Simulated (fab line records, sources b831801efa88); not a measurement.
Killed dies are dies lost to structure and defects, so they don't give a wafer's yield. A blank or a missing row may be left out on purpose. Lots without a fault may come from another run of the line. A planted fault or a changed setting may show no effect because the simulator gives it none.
fab line records | flow gf180mcu | part 1 of 2: steps 1 to 31 of 45
record lots=5 wafers=15 last_day=35
route steps=602 shown VT_IMPLANT@106 MVSD@136 NWELL@137 LVPWELL@138 MVPSD@139 DUAL_GATE@141
lots that met no fault: from a run of the same line without faults
start_h: hours from the record's first day to the start of the lot's first wafer shown | wait_h: hours since the lot's step before | " the same as in the row above | L1.1+2: a row that stands for several wafers | - no value, or no start given | * or withheld: withheld | < > ~ a bound
route shown NAME@n: a module of which the file shows steps, and the number in the route of the first | usual: mean/standard deviation of fault-free wafers | same: alike in all rows | chamber/n: place in a boat | sites: the reading at each site | _std_site: their standard deviation | _edge_site: outer sites' mean less inner sites' | radius_mm: how far each site lies from the wafer's centre | mask NAME#n: copy n | behind: the tool/chamber that last shaped the wafer | hold: why the lot was held/for how many hours/how that ended | device: the transistor (n, p or np) that didn't switch | end of line: the same wafers' tests at the end of the route | a step without rows: its recipe alone | killed: dies lost to structure and defects at the first sort, not the wafer's yield | map: a wafer's dies, x killed, . not, _ none there
set.NAME: the setting as run; set.NAME@STEP: as run at that earlier step | model.NAME: the simulator's own value behind a step, which no gauge read
lots at some steps of the route; a table a step, a row a wafer
services: from which hour (start_h, from the record's first day; less than 0 if before it) a tool's chamber was out of use, for how many hours, and why
## steps
# step GF_VT_IMPLANT_PEB_16
# recipe temp_c=withheld time_s=* resist=NOVOLAK
# columns lot.wafer tool chamber start_h wait_h
L078.1+4+6 litho_track-04 0 - -
L081.3+4+6 litho_track-04 0 - -
L089.1+2+6 litho_track-03 0 - -
L090.1+2+6 litho_track-03 0 - -
L097.2+5+6 litho_track-04 0 - -
# step GF_VT_IMPLANT_DEVELOP_17
# recipe develop_time_s=60 dev_temp_c=23
# columns lot.wafer tool chamber start_h wait_h
L078.1+4+6 litho_track-04 0 154.19 0.1
L081.3+4+6 litho_track-04 0 172.19 0.1
L089.1+2+6 litho_track-03 0 223.33 0.1
L090.1+2+6 litho_track-03 0 231.68 0.1
L097.2+5+6 litho_track-04 0 274.96 0.1
# step GF_VT_IMPLANT_OVL_MEAS_18
# usual VT_IMPLANT_01_OVL=-0.4/1.4
# columns lot.wafer tool chamber start_h wait_h VT_IMPLANT_01_OVL[nm]
L078.1 overlay-02 - 154.34 0.1 -0.7
L078.4 " - " " 0.5
L078.6 " - " " -2.1
L081.3 overlay-01 - 172.30 0.1 0.3
L081.4 " - " " 1.4
L081.6 " - " " -1.5
L089.1 overlay-01 - 223.48 0.1 -0.2
L089.2 " - " " -2.6
L089.6 " - " " -1.6
L090.1 overlay-02 - 231.83 0.1 -2.8
L090.2 " - " " 0.4
L090.6 " - " " -1.6
L097.2 overlay-01 - 275.12 0.1 -0.1
L097.5 " - " " 2.1
L097.6 " - " " 1.0
# step GF_VT_IMPLANT_IMPLANT_19
# recipe species=As energy_kev=100 dose_cm2=4.35e+12 tilt_deg=7
# usual beam_energy_keV=99.988/0.027 tilt_deg=6.998/0.022
# columns lot.wafer tool chamber start_h wait_h beam_energy_keV tilt_deg
L078.1 implanter-02 0 154.38 0.0 99.988 6.989
L078.4 " 0 " " 100.01 6.994
L078.6 " 0 " " 100.01 6.982
L081.3 implanter-02 0 172.38 0.1 99.995 6.982
L081.4 " 0 " " 100.01 7.000
L081.6 " 0 " " 99.962 7.031
L089.1 implanter-01 0 223.51 0.0 99.973 6.965
L089.2 " 0 " " 99.976 6.973
L089.6 " 0 " " 99.926 6.977
L090.1 implanter-03 0 231.86 0.0 100.01 6.999
L090.2 " 0 " " 99.958 6.967
L090.6 " 0 " " 99.907 6.969
L097.2 implanter-03 0 275.17 0.0 100.02 6.986
L097.5 " 0 " " 99.969 7.033
L097.6 " 0 " " 99.977 6.991
# step GF_VT_IMPLANT_STRIP_20
# recipe chemistry=O2/N2 power_w=1400 pressure_mtorr=1500 platen_temp_c=250 o2_flow_sccm=3000 n2_flow_sccm=300 overash_fraction=0.5
# usual drypump_motor_current_A=5.6/0.38 heater_power_w=328/22 oes_product_au=0.716/0.0046 strip_time_to_endpoint_s=12.63/0.043
# columns lot.wafer tool chamber start_h wait_h drypump_motor_current_A heater_power_w oes_product_au rf_hours_counter_h strip_time_to_endpoint_s
L078.1 plasma_asher-01 1 154.53 0.1 5.7 361 0.719 50 12.67
L078.4 " 0 " " 5.6 307 0.711 - 12.68
L078.6 " 0 " " 5.6 306 0.719 - 12.72
L081.3 plasma_asher-01 0 172.51 0.1 5.7 304 0.713 - 12.57
L081.4 " 1 " " 5.7 363 0.711 - 12.62
L081.6 " 0 " " 5.7 300 0.720 - 12.61
L089.1 plasma_asher-04 1 223.66 0.1 6.2 308 0.719 60 12.64
L089.2 " 0 " " 5.3 344 0.716 60 12.68
L089.6 " 1 " " 6.2 322 0.719 - 12.67
L090.1 plasma_asher-04 1 232.01 0.1 6.2 317 0.715 60 12.56
L090.2 " 0 " " 5.3 351 0.716 60 12.53
L090.6 " 1 " " 6.2 325 0.714 - 12.57
L097.2 plasma_asher-03 0 275.30 0.1 5.1 299 0.713 51 12.60
L097.5 " 0 " " 5.1 315 0.719 - 12.58
L097.6 " 1 " " 5.6 309 0.716 - 12.59
# step GF_VT_IMPLANT_TW_MEAS_21
# usual VT_IMPLANT_2_TW=1218/7.2
# columns lot.wafer tool chamber start_h wait_h VT_IMPLANT_2_TW
L078.1 film_metro-04 - 154.63 0.1 1232
L078.4 " - " " 1226
L078.6 " - " " 1232
L081.3 film_metro-04 - 172.60 0.1 1221
L081.4 " - " " 1223
L081.6 " - " " 1218
L089.1 film_metro-04 - 223.76 0.1 1218
L089.2 " - " " 1221
L089.6 " - " " 1222
L090.1 film_metro-03 - 232.11 0.1 1223
L090.2 " - " " 1221
L090.6 " - " " 1221
L097.2 film_metro-03 - 275.41 0.1 1227
L097.5 " - " " 1227
L097.6 " - " " 1225
# step GF_VT_IMPLANT_DEHYDRATE_22
# recipe temp_c=200 time_s=60
# columns lot.wafer tool chamber start_h wait_h
L078.1+4+6 litho_track-03 0 161.93 7.3
L081.3+4+6 litho_track-02 0 180.68 8.1
L089.1+2+6 litho_track-02 0 232.53 8.8
L090.1+2+6 litho_track-03 0 240.48 8.4
L097.2+5+6 litho_track-04 0 284.46 9.0
# step GF_VT_IMPLANT_HMDS_23
# recipe prime_time_s=60 prime_temp_c=120
# columns lot.wafer tool chamber start_h wait_h
L078.1+4+6 litho_track-03 0 162.08 0.1
L081.3+4+6 litho_track-02 0 180.83 0.1
L089.1+2+6 litho_track-02 0 232.68 0.1
L090.1+2+6 litho_track-03 0 240.63 0.1
L097.2+5+6 litho_track-04 0 284.61 0.1
# step GF_VT_IMPLANT_COAT_24
# recipe resist=NOVOLAK spin_rpm=3000 resist_thk_nm=1000
# columns lot.wafer tool chamber start_h wait_h
L078.1+4+6 litho_track-03 0 162.23 0.1
L081.3+4+6 litho_track-02 0 180.98 0.1
L089.1+2+6 litho_track-02 0 232.83 0.1
L090.1+2+6 litho_track-03 0 240.78 0.1
L097.2+5+6 litho_track-04 0 284.76 0.1
# step GF_VT_IMPLANT_SOFTBAKE_25
# recipe temp_c=90 time_s=60 resist=NOVOLAK
# columns lot.wafer tool chamber start_h wait_h
L078.1+4+6 litho_track-03 0 162.38 0.1
L081.3+4+6 litho_track-02 0 181.13 0.1
L089.1+2+6 litho_track-02 0 232.98 0.1
L090.1+2+6 litho_track-03 0 240.93 0.1
L097.2+5+6 litho_track-04 0 284.91 0.1
# step GF_VT_IMPLANT_EXPOSE_26
# recipe mask_id=LVPWELL_HV_AREA target_cd_nm=860 na=0.6 source_shape=conventional sigma_outer=0.6 dose_mj=140
# same na=0.6
# columns lot.wafer tool chamber start_h wait_h mask
L078.1+4+6 iline_stepper-01 0 - - LVPWELL_HV_AREA#0
L081.3+4+6 iline_stepper-02 0 - - LVPWELL_HV_AREA#0
L089.1+2+6 iline_stepper-01 0 - - LVPWELL_HV_AREA#0
L090.1+2+6 iline_stepper-01 0 - - LVPWELL_HV_AREA#0
L097.2+5+6 iline_stepper-02 0 - - LVPWELL_HV_AREA#0
# step GF_VT_IMPLANT_PEB_27
# recipe temp_c=withheld time_s=* resist=NOVOLAK
# columns lot.wafer tool chamber start_h wait_h
L078.1+4+6 litho_track-02 0 - -
L081.3+4+6 litho_track-03 0 - -
L089.1+2+6 litho_track-02 0 - -
L090.1+2+6 litho_track-02 0 - -
L097.2+5+6 litho_track-02 0 - -
# step GF_VT_IMPLANT_DEVELOP_28
# recipe develop_time_s=60 dev_temp_c=23
# columns lot.wafer tool chamber start_h wait_h
L078.1+4+6 litho_track-02 0 170.58 0.1
L081.3+4+6 litho_track-03 0 189.68 0.1
L089.1+2+6 litho_track-02 0 242.28 0.1
L090.1+2+6 litho_track-02 0 250.23 0.1
L097.2+5+6 litho_track-02 0 295.16 0.1
# step GF_VT_IMPLANT_OVL_MEAS_29
# usual VT_IMPLANT_02_OVL=-0.6/1.3
# columns lot.wafer tool chamber start_h wait_h VT_IMPLANT_02_OVL[nm]
L078.1 overlay-01 - 170.73 0.1 -2.5
L078.4 " - " " 0.4
L078.6 " - " " -0.9
L081.3 overlay-01 - 189.79 0.1 0.3
L081.4 " - " " 0.3
L081.6 " - " " 0.7
L089.1 overlay-02 - 242.43 0.1 -1.7
L089.2 " - " " -3.2
L089.6 " - " " -0.8
L090.1 overlay-02 - 250.38 0.1 -0.3
L090.2 " - " " 0.9
L090.6 " - " " -1.0
L097.2 overlay-01 - 295.29 0.1 0.2
L097.5 " - " " -1.9
L097.6 " - " " -0.6
# step GF_VT_IMPLANT_IMPLANT_30
# recipe species=B energy_kev=25 dose_cm2=2.534e+12 tilt_deg=7
# usual beam_energy_keV=25.000/0.0074 tilt_deg=6.998/0.019
# columns lot.wafer tool chamber start_h wait_h beam_energy_keV tilt_deg
L078.1 implanter-03 0 170.77 0.0 25.007 6.990
L078.4 " 0 " " 24.990 6.999
L078.6 " 0 " " 24.997 6.974
L081.3 implanter-03 0 189.86 0.1 25.014 7.022
L081.4 " 0 " " 25.008 6.986
L081.6 " 0 " " 24.996 6.998
L089.1 implanter-01 0 242.47 0.0 24.995 6.997
L089.2 " 0 " " 25.008 7.022
L089.6 " 0 " " 25.000 7.003
L090.1 implanter-03 0 250.42 0.0 24.993 7.001
L090.2 " 0 " " 24.993 6.984
L090.6 " 0 " " 24.996 6.977
L097.2 implanter-03 0 295.34 0.0 24.999 6.977
L097.5 " 0 " " 25.008 7.015
L097.6 " 0 " " 25.010 7.037
# step GF_VT_IMPLANT_STRIP_31
# recipe chemistry=O2/N2 power_w=1400 pressure_mtorr=1500 platen_temp_c=250 o2_flow_sccm=3000 n2_flow_sccm=300 overash_fraction=0.5
# usual drypump_motor_current_A=5.7/0.35 heater_power_w=331/22 oes_product_au=0.715/0.0045 strip_time_to_endpoint_s=12.64/0.037
# columns lot.wafer tool chamber start_h wait_h drypump_motor_current_A heater_power_w oes_product_au rf_hours_counter_h strip_time_to_endpoint_s
L078.1 plasma_asher-03 0 170.92 0.1 5.1 315 0.723 40 12.65
L078.4 " 0 " " 5.1 307 0.712 - 12.65
L078.6 " 0 " " 5.1 312 0.717 - 12.61
L081.3 plasma_asher-01 1 190.00 0.1 5.7 354 0.710 - 12.58
L081.4 " 0 " " 5.7 305 0.712 - 12.61
L081.6 " 1 " " 5.7 363 0.717 - 12.62
L089.1 plasma_asher-01 1 242.62 0.1 5.7 356 0.716 59 12.65
L089.2 " 0 " " 5.6 306 0.721 59 12.67
L089.6 " 1 " " 5.7 351 0.712 - 12.66
L090.1 plasma_asher-04 0 250.57 0.1 5.3 354 0.720 62 12.60
L090.2 " 1 " " 6.2 317 0.724 62 12.58
L090.6 " 0 " " 5.3 363 0.708 - 12.58
L097.2 plasma_asher-04 0 295.47 0.1 5.3 350 0.719 67 12.62
L097.5 " 1 " " 6.2 327 0.714 - 12.60
L097.6 " 0 " " 5.3 351 0.707 - 12.64
# step GF_VT_IMPLANT_TW_MEAS_32
# usual VT_IMPLANT_3_TW=269.5/1.6
# columns lot.wafer tool chamber start_h wait_h VT_IMPLANT_3_TW
L078.1 film_metro-04 - 171.02 0.1 269.0
L078.4 " - " " 271.9
L078.6 " - " " 269.1
L081.3 film_metro-03 - 190.08 0.1 270.1
L081.4 " - " " 268.9
L081.6 " - " " 270.2
L089.1 film_metro-04 - 242.72 0.1 269.4
L089.2 " - " " 268.6
L089.6 " - " " 268.5
L090.1 film_metro-03 - 250.67 0.1 270.9
L090.2 " - " " 269.9
L090.6 " - " " 270.2
L097.2 film_metro-02 - 295.58 0.1 268.0
L097.5 " - " " 268.7
L097.6 " - " " 269.1
# step GF_VT_IMPLANT_DEHYDRATE_33
# recipe temp_c=200 time_s=60
# columns lot.wafer tool chamber start_h wait_h
L078.1+4+6 litho_track-02 0 178.73 7.7
L081.3+4+6 litho_track-03 0 198.28 8.2
L089.1+2+6 litho_track-02 0 251.63 8.9
L090.1+2+6 litho_track-02 0 259.03 8.4
L097.2+5+6 litho_track-02 0 305.41 9.8
# step GF_VT_IMPLANT_HMDS_34
# recipe prime_time_s=60 prime_temp_c=120
# columns lot.wafer tool chamber start_h wait_h
L078.1+4+6 litho_track-02 0 178.88 0.1
L081.3+4+6 litho_track-03 0 198.43 0.1
L089.1+2+6 litho_track-02 0 251.78 0.1
L090.1+2+6 litho_track-02 0 259.18 0.1
L097.2+5+6 litho_track-02 0 305.56 0.1
# step GF_VT_IMPLANT_COAT_35
# recipe resist=NOVOLAK spin_rpm=3000 resist_thk_nm=1000
# columns lot.wafer tool chamber start_h wait_h
L078.1+4+6 litho_track-02 0 179.03 0.1
L081.3+4+6 litho_track-03 0 198.58 0.1
L089.1+2+6 litho_track-02 0 251.93 0.1
L090.1+2+6 litho_track-02 0 259.33 0.1
L097.2+5+6 litho_track-02 0 305.71 0.1
# step GF_VT_IMPLANT_SOFTBAKE_36
# recipe temp_c=90 time_s=60 resist=NOVOLAK
# columns lot.wafer tool chamber start_h wait_h
L078.1+4+6 litho_track-02 0 179.18 0.1
L081.3+4+6 litho_track-03 0 198.73 0.1
L089.1+2+6 litho_track-02 0 252.08 0.1
L090.1+2+6 litho_track-02 0 259.48 0.1
L097.2+5+6 litho_track-02 0 305.86 0.1
# step GF_VT_IMPLANT_EXPOSE_37
# recipe mask_id=Nwell_HV_AREA target_cd_nm=860 na=0.6 source_shape=conventional sigma_outer=0.6 dose_mj=140
# same na=0.6
# columns lot.wafer tool chamber start_h wait_h mask
L078.1+4+6 iline_stepper-02 0 - - Nwell_HV_AREA#0
L081.3+4+6 iline_stepper-02 0 - - Nwell_HV_AREA#0
L089.1+2+6 iline_stepper-01 0 - - Nwell_HV_AREA#0
L090.1+2+6 iline_stepper-01 0 - - Nwell_HV_AREA#0
L097.2+5+6 iline_stepper-02 0 - - Nwell_HV_AREA#0
# step GF_VT_IMPLANT_PEB_38
# recipe temp_c=withheld time_s=* resist=NOVOLAK
# columns lot.wafer tool chamber start_h wait_h
L078.1+4+6 litho_track-04 0 - -
L081.3+4+6 litho_track-04 0 - -
L089.1+2+6 litho_track-03 0 - -
L090.1+2+6 litho_track-02 0 - -
L097.2+5+6 litho_track-04 0 - -
# step GF_VT_IMPLANT_DEVELOP_39
# recipe develop_time_s=60 dev_temp_c=23
# columns lot.wafer tool chamber start_h wait_h
L078.1+4+6 litho_track-04 0 187.89 0.1
L081.3+4+6 litho_track-04 0 207.64 0.1
L089.1+2+6 litho_track-03 0 261.43 0.1
L090.1+2+6 litho_track-02 0 269.23 0.1
L097.2+5+6 litho_track-04 0 316.16 0.1
# step GF_VT_IMPLANT_OVL_MEAS_40
# usual VT_IMPLANT_03_OVL=0.3/1.5
# columns lot.wafer tool chamber start_h wait_h VT_IMPLANT_03_OVL[nm]
L078.1 overlay-01 - 188.04 0.1 0.4
L078.4 " - " " -0.9
L078.6 " - " " 2.5
L081.3 overlay-01 - 207.75 0.1 2.4
L081.4 " - " " 2.2
L081.6 " - " " 1.1
L089.1 overlay-02 - 261.58 0.1 -0.5
L089.2 " - " " -1.8
L089.6 " - " " -1.4
L090.1 overlay-01 - 269.38 0.1 -0.7
L090.2 " - " " 0.5
L090.6 " - " " 1.2
L097.2 overlay-02 - 316.29 0.1 0.0
L097.5 " - " " -1.7
L097.6 " - " " -1.3
# step GF_VT_IMPLANT_IMPLANT_41
# recipe species=As energy_kev=70 dose_cm2=1.013e+12 tilt_deg=7
# usual beam_energy_keV=69.999/0.025 tilt_deg=7.002/0.02
# columns lot.wafer tool chamber start_h wait_h beam_energy_keV tilt_deg
L078.1 implanter-03 0 188.08 0.0 69.998 6.982
L078.4 " 0 " " 69.990 6.957
L078.6 " 0 " " 69.981 6.974
L081.3 implanter-02 0 207.83 0.1 70.011 7.009
L081.4 " 0 " " 70.004 6.991
L081.6 " 0 " " 69.977 6.993
L089.1 implanter-02 0 261.61 0.0 69.990 7.020
L089.2 " 0 " " 69.963 7.018
L089.6 " 0 " " 69.955 7.015
L090.1 implanter-03 0 269.42 0.0 69.990 7.002
L090.2 " 0 " " 69.991 7.021
L090.6 " 0 " " 69.984 6.996
L097.2 implanter-02 0 316.35 0.0 69.957 7.028
L097.5 " 0 " " 69.986 6.981
L097.6 " 0 " " 69.974 7.012
# step GF_VT_IMPLANT_STRIP_42
# recipe chemistry=O2/N2 power_w=1400 pressure_mtorr=1500 platen_temp_c=250 o2_flow_sccm=3000 n2_flow_sccm=300 overash_fraction=0.5
# usual drypump_motor_current_A=5.5/0.34 heater_power_w=322/21 oes_product_au=0.716/0.0042 strip_time_to_endpoint_s=12.63/0.033
# columns lot.wafer tool chamber start_h wait_h drypump_motor_current_A heater_power_w oes_product_au rf_hours_counter_h strip_time_to_endpoint_s
L078.1 plasma_asher-04 0 188.23 0.1 5.3 351 0.714 56 12.60
L078.4 " 0 " " 5.3 359 0.714 - 12.57
L078.6 " 0 " " 5.3 353 0.719 - 12.60
L081.3 plasma_asher-01 1 207.96 0.1 5.7 348 0.707 - 12.61
L081.4 " 0 " " 5.6 306 0.723 - 12.57
L081.6 " 0 " " 5.7 312 0.713 - 12.63
L089.1 plasma_asher-01 0 261.76 0.1 5.6 307 0.715 60 12.58
L089.2 " 1 " " 5.7 362 0.714 60 12.60
L089.6 " 1 " " 5.7 356 0.715 - 12.61
L090.1 plasma_asher-03 0 269.57 0.1 5.1 301 0.714 51 12.65
L090.2 " 1 " " 5.6 316 0.708 51 12.66
L090.6 " 0 " " 5.1 311 0.712 - 12.66
L097.2 plasma_asher-01 1 316.47 0.1 5.7 349 0.715 66 12.69
L097.5 " 0 " " 5.7 309 0.718 - 12.64
L097.6 " 1 " " 5.7 346 0.718 - 12.69
# step GF_VT_IMPLANT_TW_MEAS_43
# usual VT_IMPLANT_4_TW=692/3.7
# columns lot.wafer tool chamber start_h wait_h VT_IMPLANT_4_TW
L078.1 film_metro-04 - 188.33 0.1 692
L078.4 " - " " 695
L078.6 " - " " 691
L081.3 film_metro-03 - 208.05 0.1 694
L081.4 " - " " 694
L081.6 " - " " 694
L089.1 film_metro-02 - 261.86 0.1 682
L089.2 " - " " 689
L089.6 " - " " 691
L090.1 film_metro-04 - 269.67 0.1 692
L090.2 " - " " 691
L090.6 " - " " 693
L097.2 film_metro-02 - 316.58 0.1 691
L097.5 " - " " 686
L097.6 " - " " 693
# step GF_VT_IMPLANT_CLEAN_44
# recipe chemistry=SC1/SC2 mix=1:4:20 temp_c=70 time_s=150 dry=n2_spin
# columns lot.wafer tool chamber start_h wait_h
L078.1+4+6 wet_bench-03 1 188.39 0.1
L081.3+4+6 wet_bench-03 0 208.09 0.0
L089.1+2+6 wet_bench-04 0 261.92 0.1
L090.1+2+6 wet_bench-04 1 269.73 0.1
L097.2+5+6 wet_bench-04 2 316.63 0.0
# step GF_VT_IMPLANT_RTA_45
# recipe temp_c=1050 time_s=30 ambient=N2
# usual lamp_power_pct=37.9/0.49 wafer_temp_C_max=1057.5/1.6
# columns lot.wafer tool chamber start_h wait_h lamp_power_pct wafer_temp_C_max
L078.1 rtp_anneal-01 0 188.44 0.0 38.4 1056.6
L078.4 " 0 " " 38.3 1056.6
L078.6 " 0 " " 38.3 1060.0
L081.3 rtp_anneal-01 0 208.17 0.0 38.4 1058.8
L081.4 " 0 " " 38.3 1055.3
L081.6 " 0 " " 38.4 1055.8
L089.1 rtp_anneal-01 0 261.97 0.0 38.3 1056.6
L089.2 " 0 " " 38.3 1055.2
L089.6 " 0 " " 38.3 1057.6
L090.1 rtp_anneal-01 0 269.78 0.0 38.3 1055.5
L090.2 " 0 " " 38.3 1056.0
L090.6 " 0 " " 38.3 1056.3
L097.2 rtp_anneal-02 0 316.70 0.0 37.3 1056.8
L097.5 " 0 " " 37.3 1059.5
L097.6 " 0 " " 37.4 1058.9
# step GF_VT_IMPLANT_RS_MEAS_46
# recipe thk_meas_gauge=four-point-probe
# usual MVSD_RS=456.3/1.1
# columns lot.wafer tool chamber start_h wait_h MVSD_RS[ohm/sq]
L078.1 film_metro-01 - 188.54 0.1 457.2
L078.4 " - " " 457.3
L078.6 " - " " 457.3
L081.3 film_metro-02 - 208.28 0.1 456.1
L081.4 " - " " 456.2
L081.6 " - " " 456.3
L089.1 film_metro-04 - 262.07 0.1 458.3
L089.2 " - " " 456.6
L089.6 " - " " 456.4
L090.1 film_metro-02 - 269.88 0.1 456.9
L090.2 " - " " 457.3
L090.6 " - " " 456.4
L097.2 film_metro-02 - 316.80 0.1 456.4
L097.5 " - " " 458.2
L097.6 " - " " 455.0
